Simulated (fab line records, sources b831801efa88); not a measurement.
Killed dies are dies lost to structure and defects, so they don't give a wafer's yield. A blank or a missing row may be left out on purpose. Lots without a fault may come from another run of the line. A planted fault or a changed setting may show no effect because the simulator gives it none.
Chamber matching | flow sky130 | SKY_VIA4_CMP_21 on cmp-01: 4 sister chambers
The step polishes, stops on SiO2, t overpolish 25 s, target thk 0 nm. 7 wafers are shown with their chamber, then 6 later ones without.

WAFERS WITH THEIR CHAMBER
wafer  | chamber | motor_current_A (A) | time_to_endpoint_s (s)
L764.6 | 3       | 10.8                | 123
L777.2 | 0       | 12.5                | 114
L777.3 | 3       | 11.0                | 120
L777.5 | 0       | 12.0                | 118
L779.2 | 2       | 12.3                | 113
L779.5 | 1       | 8.2                 | 111
L779.6 | 2       | 12.5                | 110

WAFERS WITHOUT THEIR CHAMBER
wafer  | motor_current_A (A) | time_to_endpoint_s (s)
L780.2 | 8.8                 | 121
L780.3 | 12.2                | 114
L780.4 | 10.9                | 124
L782.1 | 13.2                | 118
L782.3 | 8.5                 | 119
L782.5 | 12.2                | 116

WHICH CHAMBER EACH WENT THROUGH
wafer  | from the rows above     | in truth
L780.2 | 1                       | 1
L780.3 | can't be placed: 0 or 2 | 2
L780.4 | 3                       | 3
L782.1 | can't be placed: 0 or 2 | 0
L782.3 | 1                       | 1
L782.5 | can't be placed: 0 or 2 | 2
Placed correctly: 3 of 6. Can't be placed from these rows: 3 (the true chamber is among the candidates in 3). Placed wrongly: 0.
How it was worked out, from the rows above alone: a wafer's distance from a chamber is the root of the sum, over the readings, of the square of ((its reading less the chamber's mean) divided by the reading's scatter). The wafer belongs to the nearest chamber; if the next one is less than 2 further off, it can't be placed. A chamber's mean is the mean of its shown wafers. The scatter: the root of (the sum of the squares of (reading less its chamber's mean) over the shown wafers, divided by (wafers less chambers)).
